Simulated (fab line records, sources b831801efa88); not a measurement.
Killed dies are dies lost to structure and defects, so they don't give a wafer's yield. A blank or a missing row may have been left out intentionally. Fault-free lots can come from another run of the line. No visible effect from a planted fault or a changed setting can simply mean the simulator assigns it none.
Chamber matching | flow gf180mcu | rie-diel-03 running GF_POLY_GATE_ETCH_12: 4 sister chambers
The step etches BARC in N2/H2. 4 wafers are shown with their chamber, then 7 later ones without.

== WAFERS PAIRED WITH THEIR CHAMBERS ==
wafer  | chamber | rf-fwd-power-W (W)
L895.6 | 0       | 490.5
L898.3 | 1       | 493.2
L900.2 | 2       | 499.2
L900.4 | 3       | 496.6

== WAFERS WITH NO CHAMBER GIVEN ==
wafer  | rf-fwd-power-W (W)
L900.6 | 495.0
L902.1 | 489.4
L902.3 | 497.2
L902.5 | 492.3
L904.1 | 494.3
L904.2 | 491.2
L904.4 | 496.7

== EACH ONE'S CHAMBER ==
wafer  | from the rows above     | in truth
L900.6 | can't be placed: 3 or 1 | 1
L902.1 | 0                       | 0
L902.3 | can't be placed: 3 or 2 | 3
L902.5 | can't be placed: 1 or 0 | 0
L904.1 | can't be placed: 1 or 3 | 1
L904.2 | can't be placed: 0 or 1 | 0
L904.4 | 3                       | 3
Correct placement for 2 of the 7. These rows do not allow placing 5 (true chamber among the candidates in 5). 0 placed wrongly.
How it was worked out, from the rows above alone: a wafer's distance from a chamber is the root of the sum, over the readings, of the square of ((its reading less the chamber's mean) divided by the reading's scatter). The wafer belongs to the nearest chamber; if the next one is less than 2 further off, it can't be placed. The mean given for a chamber averages the wafers shown for that chamber. The scatter: with one shown wafer a chamber, the root of the mean of the squares of how far each hidden wafer lies from its nearest shown one.
